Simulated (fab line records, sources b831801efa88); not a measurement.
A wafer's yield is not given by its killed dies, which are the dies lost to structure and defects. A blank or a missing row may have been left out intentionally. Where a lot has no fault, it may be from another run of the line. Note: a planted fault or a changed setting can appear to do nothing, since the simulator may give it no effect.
fab line records	flow sky130
[record] lots = 6	wafers = 18	lastDay = 50
route steps=708 shown METAL4@622 PAD_OPEN@708
lots untouched by any fault: they come from a run of this same line in which no faults occurred
startH: start of the lot's first displayed wafer, in hours after the record's first day	waitH: how many hours have passed since the lot's step before this one	" same as the row above	L1.1+2: a row that stands for several wafers	- either no value or no given start	* or withheld: withheld	< > ~ a bound
route shown NAME@n: a module of which the file shows steps, and the number in the route of the first	usual: mean/standard deviation taken from wafers without a fault	same: alike in all rows	chamber/n: place in a boat	sites: each site's reading	_std_site: standard deviation across them	_edge_site: outer sites' mean less inner sites'	radiusMm: for every site, how far away it sits from the centre of the wafer	mask NAME#n: copy n	behind: the last tool/chamber to shape the wafer	hold: the reason the lot was held/the length of the hold in hours/how it ended	device: names the non-switching transistor (n, p or np)	end of line: the same wafers' tests at the end of the route	for a step that has no rows: nothing shown but its recipe	killed: count of dies lost to structure and defects at first sort (not the wafer's yield)	map: a wafer's dies, x killed, . not, _ none there
set.NAME: setting as actually run; set.NAME@STEP: the setting as run at that earlier step	model.NAME: the simulator's own value behind a step, which no gauge read
lots seen at some steps along the route; tables by step, rows by wafer
services: the hour from which a tool's chamber was out of use, counted from the record's first day as startH (under 0 if before that day), plus the number of hours and why
[[steps]]
[step SKY_METAL4_HMDS_06]
[recipe] primeTimeS = 60	primeTempC = 120
[step SKY_METAL4_COAT_07]
[recipe] resist = BARC	tempC = withheld	timeS = withheld	spinRpm = 3000	resistThkNm = 60
[step SKY_METAL4_COAT_08]
[recipe] resist = KrF-thick	spinRpm = 3000	resistThkNm = 1140
[step SKY_METAL4_SOFTBAKE_09]
[recipe] tempC = 100	timeS = 90	resist = KrF-thick
[step SKY_METAL4_EXPOSE_10]
[recipe] maskId = MM4	na = 0.68	sourceShape = annular	sigmaInner = 0.4	sigmaOuter = 0.8	targetCdNm = 300	doseMj = 28
[step SKY_METAL4_PEB_11]
[recipe] pebTempC = withheld	pebTimeS = withheld	resist = KrF-thick
[step SKY_METAL4_DEVELOP_12]
[recipe] developTimeS = 60	resist = KrF-thick	devTempC = 21
[step SKY_METAL4_CD_MEAS_13]
[recipe] targetCdNm = 300
[usual] cdNm = 300.0/1.2
lot.wafer	tool	chamber	startH	waitH	cdNm
L181.1	cdSem-01	-	1011.49	-	300.5
L181.2	"	-	"	"	301.5
L181.6	"	-	"	"	299.8
L184.1	cdSem-01	-	1019.21	-	297.7
L184.2	"	-	"	"	299.1
L184.3	"	-	"	"	298.2
L190.2	cdSem-02	-	1064.06	-	301.4
L190.4	"	-	"	"	303.4
L190.5	"	-	"	"	302.7
L191.2	cdSem-01	-	1073.86	-	301.9
L191.5	"	-	"	"	300.2
L191.6	"	-	"	"	300.2
L195.2	cdSem-01	-	1098.83	-	298.1
L195.4	"	-	"	"	299.1
L195.6	"	-	"	"	299.1
L199.1	cdSem-01	-	1117.66	-	298.5
L199.2	"	-	"	"	298.9
L199.6	"	-	"	"	298.7
[step SKY_METAL4_OVL_MEAS_14]
[usual] METAL4_OVL = 1/5.9
lot.wafer	tool	chamber	startH	waitH	METAL4_OVL[nm]
L181.1	overlay-01	-	1011.61	0.1	4
L181.2	"	-	"	"	8
L181.6	"	-	"	"	6
L184.1	overlay-01	-	1019.35	0.1	4
L184.2	"	-	"	"	11
L184.3	"	-	"	"	8
L190.2	overlay-02	-	1064.17	0.1	2
L190.4	"	-	"	"	1
L190.5	"	-	"	"	-5
L191.2	overlay-01	-	1073.96	0.1	2
L191.5	"	-	"	"	6
L191.6	"	-	"	"	-2
L195.2	overlay-01	-	1098.94	0.1	-7
L195.4	"	-	"	"	2
L195.6	"	-	"	"	-10
L199.1	overlay-01	-	1117.78	0.1	-3
L199.2	"	-	"	"	-2
L199.6	"	-	"	"	4
[step SKY_METAL4_DESCUM_15]
[recipe] chemistry = O2	sourcePowerW = 150	biasPowerW = 0	pressureMtorr = 10	tempC = 40	timeS = 8
[usual] drypumpMotorCurrentA = 5.5/0.5	oesProductAu = 1.004/0.008
lot.wafer	tool	chamber	startH	waitH	drypumpMotorCurrentA	oesProductAu	rfHoursCounterH
L181.1	rieMetal-04	0	1011.64	0.0	5.9	1.005	4
L181.2	"	1	"	"	6.0	1.006	16
L181.6	"	0	"	"	5.9	1.000	-
L184.1	rieMetal-02	1	1019.38	0.0	6.1	1.005	15
L184.2	"	0	"	"	5.0	1.008	16
L184.3	"	1	"	"	6.1	0.996	-
L190.2	rieMetal-04	0	1064.20	0.0	5.9	0.994	8
L190.4	"	0	"	"	5.9	1.004	-
L190.5	"	1	"	"	6.0	1.006	-
L191.2	rieMetal-03	0	1073.99	0.0	5.6	0.995	10
L191.5	"	1	"	"	4.7	0.995	-
L191.6	"	0	"	"	5.6	1.004	-
L195.2	rieMetal-03	0	1098.97	0.0	5.6	0.990	12
L195.4	"	1	"	"	4.7	0.994	-
L195.6	"	1	"	"	4.7	0.992	-
L199.1	rieMetal-03	0	1117.82	0.0	5.6	1.006	13
L199.2	"	0	"	"	5.6	1.018	-
L199.6	"	0	"	"	5.6	1.007	-
[step SKY_METAL4_ETCH_16]
[recipe] chemistry = N2/H2	target = BARC	ionEnergyEv = 200	biasW = 100	pressureMtorr = 30	n2FlowSccm = 100	h2FlowSccm = 200	icpW = 500	stopOn = SiO2	timeS = 88.2	targetDepthA = 600
[usual] biasW = 99.98/0.29	drypumpMotorCurrentA = 5.5/0.5	h2FlowSccm = 200.1/0.71	oesProductAu = 0.625/0.0046	throttleValvePct = 13.205/0.0095
lot.wafer	tool	chamber	startH	waitH	biasW	drypumpMotorCurrentA	h2FlowSccm	oesProductAu	rfHoursCounterH	throttleValvePct
L181.1	rieMetal-04	0	1011.67	0.0	100.11	5.9	199.9	0.625	4	13.203
L181.2	"	1	"	"	100.08	6.0	199.9	0.627	16	13.212
L181.6	"	0	"	"	99.81	5.9	200.6	0.622	-	13.210
L184.1	rieMetal-02	1	1019.42	0.0	100.17	6.1	200.4	0.631	15	13.205
L184.2	"	0	"	"	99.94	5.0	199.9	0.630	16	13.201
L184.3	"	1	"	"	99.90	6.1	199.8	0.624	-	13.205
L190.2	rieMetal-04	0	1064.23	0.0	99.96	5.9	200.2	0.626	8	13.177
L190.4	"	0	"	"	99.54	5.8	199.1	0.630	-	13.216
L190.5	"	1	"	"	100.23	5.9	200.5	0.625	-	13.211
L191.2	rieMetal-03	0	1074.02	0.0	100.47	5.6	200.0	0.617	10	13.202
L191.5	"	1	"	"	99.86	4.7	199.5	0.625	-	13.203
L191.6	"	0	"	"	100.13	5.7	201.3	0.620	-	13.196
L195.2	rieMetal-03	0	1099.00	0.0	100.39	5.6	199.8	0.627	12	13.204
L195.4	"	1	"	"	99.73	4.7	201.6	0.626	-	13.202
L195.6	"	1	"	"	99.67	4.7	201.3	0.620	-	13.209
L199.1	rieMetal-03	0	1117.88	0.1	100.08	5.6	200.9	0.615	13	13.203
L199.2	"	0	"	"	100.19	5.6	200.5	0.632	-	13.198
L199.6	"	0	"	"	99.73	5.7	200.6	0.620	-	13.200
[step SKY_METAL4_ETCH_17]
[recipe] target = SiO2	stopOn = TiN	chemistry = C4F8/O2/Ar	sourceW = 1500	biasW = 1200	pressureMtorr = 40	c4f8FlowSccm = withheld	O2_flow_sccm = 6	Ar_flow_sccm = 300	timeS = 3.9	targetDepthA = 150
[usual] biasW = 1199/3.7	oesProductAu = 0.755/0.0079
lot.wafer	tool	chamber	startH	waitH	biasW	oesProductAu	rfHoursCounterH
L181.1	rieDiel-01	1	1011.77	0.1	1195	0.739	21
L181.2	"	3	"	"	1203	0.738	15
L181.6	"	2	"	"	1195	0.758	-
L184.1	rieDiel-03	1	1019.51	0.1	1196	0.762	19
L184.2	"	2	"	"	1195	0.756	14
L184.3	"	0	"	"	1201	0.756	4
L190.2	rieDiel-04	0	1064.33	0.1	1200	0.745	22
L190.4	"	3	"	"	1197	0.747	16
L190.5	"	3	"	"	1193	0.755	-
L191.2	rieDiel-03	1	1074.12	0.1	1196	0.753	21
L191.5	"	2	"	"	1197	0.771	-
L191.6	"	1	"	"	1200	0.771	-
L195.2	rieDiel-03	2	1099.10	0.1	1201	0.747	16
L195.4	"	0	"	"	1196	0.742	7
L195.6	"	0	"	"	1197	0.748	-
L199.1	rieDiel-04	0	1118.08	0.2	1204	0.751	23
L199.2	"	2	"	"	1209	0.751	13
L199.6	"	0	"	"	1205	0.761	-
[step SKY_METAL4_METAL_ETCH_18]
[recipe] targetDepthA = 8450	stopOn = SiO2	overEtchFrac = 0.3	timeS = 183.1	chemistry = Cl2/BCl3	resistSidewallDeg = 88	pressureMtorr = 10	icpW = 900	biasW = 48.5	Cl2_flow_sccm = 60	bcl3FlowSccm = 30
[usual] biasW = 48.49/0.13	drypumpMotorCurrentA = 5.5/0.52	oesProductAu = 0.868/0.0069	throttleValvePct = 22.265/0.01
lot.wafer	tool	chamber	startH	waitH	biasW	drypumpMotorCurrentA	oesProductAu	rfHoursCounterH	throttleValvePct	model.KrF-thick_of_METAL4_COAT_08.thkNm
L181.1	rieMetal-03	1	1011.79	0.0	48.43	4.7	0.863	12	22.277	531.9
L181.2	"	0	"	"	48.63	5.6	0.871	6	22.253	527.3
L181.6	"	1	"	"	48.40	4.7	0.859	-	22.270	528.5
L184.1	rieMetal-04	0	1019.53	0.0	48.66	5.9	0.872	4	22.271	527.5
L184.2	"	1	"	"	48.55	6.0	0.875	16	22.271	521.3
L184.3	"	1	"	"	48.41	6.0	0.864	-	22.263	520.5
L190.2	rieMetal-02	0	1064.35	0.0	48.56	5.0	0.876	19	22.267	512.2
L190.4	"	1	"	"	48.68	6.1	0.874	-	22.279	509.8
L190.5	"	1	"	"	48.61	6.1	0.874	-	22.248	512.8
L191.2	rieMetal-02	0	1074.14	0.0	53.26	5.0	0.853	20	22.249	485.8
L191.5	"	0	"	"	53.25	5.0	0.851	-	22.257	486.2
L191.6	"	1	"	"	48.38	6.1	0.858	-	22.273	507.2
L195.2	rieMetal-02	1	1099.12	0.0	48.49	6.1	0.868	20	22.283	524.6
L195.4	"	0	"	"	53.16	5.0	0.872	-	22.251	488.4
L195.6	"	0	"	"	52.96	4.9	0.869	-	22.260	492.1
L199.1	rieMetal-04	0	1118.10	0.0	48.27	5.8	0.866	12	22.270	532.5
L199.2	"	1	"	"	48.65	6.0	0.861	23	22.280	523.9
L199.6	"	1	"	"	48.56	6.0	0.869	-	22.281	526.1
[step SKY_METAL4_STRIP_19]
[recipe] chemistry = O2/N2	powerW = 1400	pressureMtorr = 1500	platenTempC = withheld	o2FlowSccm = 3000	n2FlowSccm = 300	overashFraction = 0.5
[usual] drypumpMotorCurrentA = 5.8/0.38	oesProductAu = 0.500/0.0055	stripTimeToEndpointS = 6.48/0.072
[same] overashFraction = 0.5
lot.wafer	tool	chamber	startH	waitH	drypumpMotorCurrentA	oesProductAu	rfHoursCounterH	stripTimeToEndpointS
L181.1	plasmaAsher-04	0	1011.97	0.1	6.0	0.502	59	6.58
L181.2	"	1	"	"	5.4	0.504	59	6.55
L181.6	"	0	"	"	6.0	0.495	-	6.56
L184.1	plasmaAsher-03	0	1019.71	0.1	6.2	0.501	86	6.57
L184.2	"	1	"	"	5.3	0.498	86	6.49
L184.3	"	0	"	"	6.2	0.502	-	6.48
L190.2	plasmaAsher-02	1	1064.53	0.1	5.6	0.496	0	6.39
L190.4	"	1	"	"	5.6	0.492	-	6.36
L190.5	"	1	"	"	5.6	0.488	-	6.39
L191.2	plasmaAsher-03	0	1074.32	0.1	6.2	0.490	92	6.12
L191.5	"	1	"	"	5.3	0.486	-	6.13
L191.6	"	0	"	"	6.2	0.500	-	6.34
L195.2	plasmaAsher-02	0	1099.29	0.1	6.2	0.503	4	6.51
L195.4	"	1	"	"	5.6	0.482	-	6.15
L195.6	"	1	"	"	5.6	0.494	-	6.18
L199.1	plasmaAsher-02	1	1118.27	0.1	5.6	0.498	5	6.59
L199.2	"	0	"	"	6.2	0.504	5	6.50
L199.6	"	1	"	"	5.6	0.509	-	6.53
[step SKY_METAL4_STRIP_20]
[recipe] chemistry = postEtchResidueRemover	timeS = 1200	tempC = 72.5
[step SKY_PAD_OPEN_PROBE_99]
[usual] defectLimitedYield = 82.6/1.8	killed_at_M0_to_M3 = 44/6.3	killed_at_M4_up = 2.8/1.7	killedAtContacts = 25/5.8	killedAtFrontEnd = 14/4.4	killedAtOther = 0.3/0.49	killedDies = 86/8.7	killedOpen = 48/5.8	killedShort = 38/6	sort_bin_3_pad_short = 0.8/0.39	sort_bin_5_function = 10.4/1.4	sort_bin_6_memory = 6.2/1.1	sortNPass = 406/8.7	sortYieldPct = 82.6/1.8
[same] grossDies = 492	killedAtBackSide = 0	sort_bin_4_leakage[%] = 0	sort_bin_8_speed[%] = 0
lot.wafer	tool	chamber	startH	waitH	defectLimitedYield[%]	killed_at_M0_to_M3	killed_at_M4_up	killedAtContacts	killedAtFrontEnd	killedAtOther	killedDies	killedOpen	killedShort	sort_bin_3_pad_short[%]	sort_bin_5_function[%]	sort_bin_6_memory[%]	sortNPass	sortYieldPct[%]
L181.1	prober-02	-	1102.50	0.1	85.8	39	1	17	13	0	70	45	25	0.8	8.7	4.7	422	85.8
L181.2	prober-02	-	1102.55	0.1	83.5	51	2	13	15	0	81	46	35	0.6	9.8	6.1	411	83.5
L181.6	prober-02	-	1102.75	0.2	83.9	39	2	23	15	0	79	47	32	0.4	9.6	6.1	413	83.9
L184.1	prober-01	-	1111.25	0.1	84.6	41	0	22	13	0	76	41	35	1.0	8.9	5.5	416	84.6
L184.2	prober-01	-	1111.30	0.1	83.9	51	2	16	10	0	79	42	37	1.0	9.1	5.9	413	83.9
L184.3	prober-01	-	1111.35	0.2	85.2	31	2	26	14	0	73	42	31	0.6	9.8	4.5	419	85.2
L190.2	prober-01	-	1147.96	0.1	80.7	56	3	23	13	0	95	57	38	0.2	11.6	7.5	397	80.7
L190.4	prober-01	-	1148.06	0.2	82.1	49	1	28	10	0	88	52	36	0.4	12.8	4.7	404	82.1
L190.5	prober-01	-	1148.11	0.2	79.5	52	8	20	20	1	101	57	44	1.6	12.8	6.1	391	79.5
L191.2	prober-02	-	1159.08	0.1	83.9	31	4	30	13	1	79	45	34	0.6	9.3	6.1	413	83.9
L191.5	prober-02	-	1159.23	0.2	81.7	52	0	18	19	1	90	47	43	0.6	10.4	7.3	402	81.7
L191.6	prober-02	-	1159.28	0.2	80.3	52	5	23	17	0	97	49	48	1.4	12.0	6.3	395	80.3
L195.2	prober-01	-	1181.43	0.1	77.6	55	3	32	20	0	110	65	45	0.4	14.0	7.9	382	77.6
L195.4	prober-01	-	1181.53	0.2	81.7	47	3	27	13	0	90	54	36	1.2	8.9	8.1	402	81.7
L195.6	prober-01	-	1181.63	0.2	80.7	54	4	27	10	0	95	58	37	0.4	11.8	7.1	397	80.7
L199.1	prober-01	-	1195.15	0.1	80.5	54	3	23	15	1	96	48	48	0.8	12.6	6.1	396	80.5
L199.2	prober-01	-	1195.20	0.1	84.3	41	1	19	16	0	77	53	24	0.8	8.7	6.1	415	84.3
L199.6	prober-01	-	1195.40	0.2	84.6	41	6	18	11	0	76	40	36	1.4	9.8	4.3	416	84.6
// killed by level:class
L181.1 VIA1:geometricParticle:open=9 FIELD_ISO:geometricParticle:open=8 VIA3:geometricParticle:open=7 CONTACT:geometricParticle:open=5 VIA2:geometricParticle:open=5 LI_CONTACT:geometricParticle:short=4 CONTACT:geometricParticle:short=4 METAL1:geometricParticle:short=4
L181.2 VIA1:geometricParticle:open=11 VIA3:geometricParticle:open=9 METAL2:geometricParticle:short=8 VIA2:geometricParticle:open=6 CONTACT:geometricParticle:open=6 FIELD_ISO:geometricParticle:open=5 VIA1:geometricParticle:short=5 METAL1:geometricParticle:short=4
L181.6 CONTACT:geometricParticle:open=9 VIA1:geometricParticle:open=9 METAL2:geometricParticle:short=9 LI_CONTACT:geometricParticle:open=8 FIELD_ISO:geometricParticle:open=7 VIA1:geometricParticle:short=4 FIELD_ISO:geometricParticle:short=3 VIA3:geometricParticle:short=3
L184.1 CONTACT:geometricParticle:open=10 VIA2:geometricParticle:open=8 VIA1:geometricParticle:open=7 METAL1:geometricParticle:short=6 METAL3:geometricParticle:short=5 VIA3:geometricParticle:short=5 FIELD_ISO:geometricParticle:open=4 LI_CONTACT:geometricParticle:open=4
L184.2 VIA1:geometricParticle:open=16 METAL1:geometricParticle:short=10 LI_CONTACT:geometricParticle:open=5 CONTACT:geometricParticle:open=5 METAL2:geometricParticle:short=5 VIA2:geometricParticle:open=4 VIA3:geometricParticle:short=4 VIA3:geometricParticle:open=4
L184.3 CONTACT:geometricParticle:open=11 VIA1:geometricParticle:open=8 VIA3:geometricParticle:open=8 LI_CONTACT:geometricParticle:short=5 LI_CONTACT:geometricParticle:open=5 FIELD_ISO:geometricParticle:open=4 FIELD_ISO:geometricParticle:short=3 LOCAL_INTERCONNECT:geometricParticle:short=3
L190.2 VIA1:geometricParticle:open=15 VIA3:geometricParticle:open=11 CONTACT:geometricParticle:open=9 LI_CONTACT:geometricParticle:open=7 VIA1:geometricParticle:short=7 VIA2:geometricParticle:open=6 METAL2:geometricParticle:short=5 METAL1:geometricParticle:short=4
L190.4 VIA1:geometricParticle:open=17 CONTACT:geometricParticle:open=13 VIA3:geometricParticle:open=7 LOCAL_INTERCONNECT:geometricParticle:short=6 METAL2:geometricParticle:short=6 CONTACT:geometricParticle:short=5 VIA1:geometricParticle:short=4 VIA2:geometricParticle:open=4
L190.5 VIA1:geometricParticle:open=17 VIA3:geometricParticle:open=11 POLY_GATE:geometricParticle:short=8 LOCAL_INTERCONNECT:geometricParticle:short=7 VIA3:geometricParticle:short=6 CONTACT:geometricParticle:open=5 FIELD_ISO:geometricParticle:short=4 VIA2:geometricParticle:open=4
L191.2 LI_CONTACT:geometricParticle:open=10 CONTACT:geometricParticle:open=8 VIA2:geometricParticle:open=6 LOCAL_INTERCONNECT:geometricParticle:short=5 VIA1:geometricParticle:open=5 FIELD_ISO:geometricParticle:open=4 METAL4:geometricParticle:short=4 POLY_GATE:geometricParticle:open=4
L191.5 VIA2:geometricParticle:open=11 METAL1:geometricParticle:short=9 VIA1:geometricParticle:open=9 METAL2:geometricParticle:short=8 FIELD_ISO:geometricParticle:short=7 LI_CONTACT:geometricParticle:open=7 CONTACT:geometricParticle:open=7 POLY_GATE:geometricParticle:short=4
L191.6 VIA3:geometricParticle:open=11 CONTACT:geometricParticle:open=8 VIA1:geometricParticle:open=8 CONTACT:geometricParticle:short=7 METAL1:geometricParticle:short=7 VIA1:geometricParticle:short=7 POLY_GATE:geometricParticle:open=6 VIA2:geometricParticle:open=5
L195.2 VIA1:geometricParticle:open=13 CONTACT:geometricParticle:open=10 VIA2:geometricParticle:open=10 METAL2:geometricParticle:short=9 FIELD_ISO:geometricParticle:open=8 LI_CONTACT:geometricParticle:open=8 CONTACT:geometricParticle:short=7 METAL1:geometricParticle:short=6
L195.4 CONTACT:geometricParticle:open=11 VIA2:geometricParticle:open=9 VIA3:geometricParticle:open=8 VIA1:geometricParticle:open=8 VIA3:geometricParticle:short=8 METAL2:geometricParticle:short=7 LI_CONTACT:geometricParticle:open=6 POLY_GATE:geometricParticle:open=5
L195.6 VIA2:geometricParticle:open=12 VIA1:geometricParticle:open=10 VIA3:geometricParticle:open=10 LI_CONTACT:geometricParticle:open=8 CONTACT:geometricParticle:open=7 METAL3:geometricParticle:short=6 CONTACT:geometricParticle:short=6 LOCAL_INTERCONNECT:geometricParticle:short=5
L199.1 METAL1:geometricParticle:short=12 VIA1:geometricParticle:open=9 VIA1:geometricParticle:short=8 VIA2:geometricParticle:open=7 POLY_GATE:geometricParticle:open=6 LI_CONTACT:geometricParticle:open=6 CONTACT:geometricParticle:open=6 VIA3:geometricParticle:open=6
L199.2 VIA3:geometricParticle:open=12 CONTACT:geometricParticle:open=11 VIA1:geometricParticle:open=11 METAL1:geometricParticle:short=5 POLY_GATE:geometricParticle:open=4 VIA2:geometricParticle:open=4 SPACER:geometricParticle:open=3 LI_CONTACT:geometricParticle:open=3
L199.6 CONTACT:geometricParticle:open=9 VIA1:geometricParticle:open=8 VIA1:geometricParticle:short=6 METAL4:geometricParticle:short=6 VIA2:geometricParticle:short=5 VIA2:geometricParticle:open=4 LI_CONTACT:geometricParticle:open=4 METAL2:geometricParticle:short=4
[[services]]
tool	chamber	startH	hours	kind
rieDiel-04	2	993.29	4.0	repair
rieDiel-03	-	999.72	0.2	repair
rieDiel-04	3	1009.54	5.5	repair
rieDiel-01	2	1031.63	6.9	repair
rieDiel-04	2	1041.05	8.9	repair
rieDiel-01	-	1046.62	1.4	repair
plasmaAsher-02	-	1055.25	9.0	pm
plasmaAsher-02	0	1055.25	9.0	ventCycle
plasmaAsher-02	1	1055.25	9.0	ventCycle
rieDiel-01	3	1056.66	11.2	repair
plasmaAsher-02	0	1064.25	-	clean
plasmaAsher-02	1	1064.25	-	clean
rieDiel-01	2	1066.76	21.5	repair
rieDiel-01	3	1078.79	4.6	repair
rieDiel-03	0	1087.47	10.1	repair
rieDiel-03	3	1103.09	-	clean
rieDiel-03	3	1103.09	22.5	scheduledDown
rieDiel-03	3	1103.09	22.5	ventCycle
rieDiel-03	1	1103.44	6.7	repair
rieDiel-04	1	1105.84	9.4	repair
rieMetal-03	1	1117.64	15.2	repair
[[key]]
[firstSign] step = SKY_METAL4_METAL_ETCH_18	reading = biasW	direction = up	sigmas = 36	usual = 48.49	struck = 53.15
[effect] step = SKY_METAL4_STRIP_19	reading = stripTimeToEndpointS	direction = down	sigmas = 4.7	usual = *	struck = *
[modelEffect] step = SKY_METAL4_METAL_ETCH_18	value = KrF-thick_of_METAL4_COAT_08.thkNm	without = 511	struck = 488.1
metAt SKY_METAL4_METAL_ETCH_18
struckWafers L191.2,L191.5,L195.4,L195.6
onsetBetween 1064.35 1074.14
[fault] kind = processParameterDrift	tool = rieMetal-02	chamber = 0	onsetH = 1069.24	steps = SKY_METAL4_METAL_ETCH_18	channel = biasW	offset = 4.7456	shape = step	endH = 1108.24	actsIn = theseRecipesOnly	stated = 48.5
